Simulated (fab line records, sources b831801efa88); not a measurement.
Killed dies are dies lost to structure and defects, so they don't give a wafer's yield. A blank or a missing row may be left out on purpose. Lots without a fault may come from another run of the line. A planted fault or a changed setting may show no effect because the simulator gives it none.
Chamber matching | flow sfq_line | SFQ_TRILAYER_I1_VIA_ETCH_VIA_ETCH_052 on rie_diel-02: 4 sister chambers
The step etches SiO2 in CHF3, stops on Nb, target depth 260 nm. 15 wafers are shown with their chamber, then 7 later ones without.

WAFERS WITH THEIR CHAMBER
wafer  | chamber | drypump_motor_current_A (A) | oes_product_au (a.u.) | chamber_pressure_mTorr (mTorr)
L450.1 | 0       | 5.7                         | 0.858                 | 29.978
L450.4 | 1       | 5.1                         | 0.855                 | 30.052
L450.6 | 2       | 5.0                         | 0.862                 | 29.967
L451.1 | 2       | 5.0                         | 0.844                 | 29.996
L451.5 | 3       | 5.9                         | 0.854                 | 30.021
L451.6 | 2       | 5.0                         | 0.840                 | 30.024
L452.2 | 1       | 5.1                         | 0.854                 | 29.940
L452.3 | 3       | 6.0                         | 0.860                 | 30.000
L452.6 | 2       | 5.1                         | 0.844                 | 30.003
L457.1 | 0       | 5.7                         | 0.866                 | 29.991
L457.4 | 1       | 5.1                         | 0.853                 | 29.979
L457.5 | 0       | 5.7                         | 0.861                 | 29.994
L460.2 | 3       | 6.0                         | 0.847                 | 29.988
L460.5 | 3       | 6.0                         | 0.857                 | 29.998
L460.6 | 2       | 5.0                         | 0.850                 | 29.965

SIGNATURES (means of the wafers above)
reading                 | chamber 0 | chamber 1 | chamber 2 | chamber 3 | scatter within a chamber
drypump_motor_current_A | 5.700     | 5.100     | 5.020     | 5.975     | 0.0375
oes_product_au          | 0.86167   | 0.85400   | 0.84800   | 0.85450   | 0.00621
chamber_pressure_mTorr  | 29.98767  | 29.99033  | 29.99100  | 30.00175  | 0.0297
Rule: a wafer's distance from a chamber is the root of the sum, over the readings, of the square of ((its reading less the chamber's mean) divided by the reading's scatter). The wafer belongs to the nearest chamber; if the next one is less than 2 further off, it can't be placed. The scatter: the root of (the sum of the squares of (reading less its chamber's mean) over the shown wafers, divided by (wafers less chambers)).

WAFERS WITHOUT THEIR CHAMBER
wafer  | drypump_motor_current_A (A) | oes_product_au (a.u.) | chamber_pressure_mTorr (mTorr)
L461.1 | 5.0                         | 0.856                 | 30.003
L469.1 | 5.0                         | 0.841                 | 30.037
L469.4 | 5.1                         | 0.843                 | 30.035
L469.6 | 5.7                         | 0.853                 | 30.073
L472.2 | 5.7                         | 0.848                 | 29.966
L472.4 | 5.7                         | 0.855                 | 29.995
L472.6 | 5.0                         | 0.858                 | 29.998

WHICH CHAMBER EACH WENT THROUGH
wafer  | from the rows above     | in truth
L461.1 | can't be placed: 2 or 1 | 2
L469.1 | can't be placed: 2 or 1 | 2
L469.4 | can't be placed: 1 or 2 | 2
L469.6 | 0                       | 0
L472.2 | 0                       | 0
L472.4 | 0                       | 0
L472.6 | can't be placed: 2 or 1 | 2
Placed correctly: 3 of 7. Can't be placed from these rows: 4 (the true chamber is among the candidates in 4). Placed wrongly: 0.
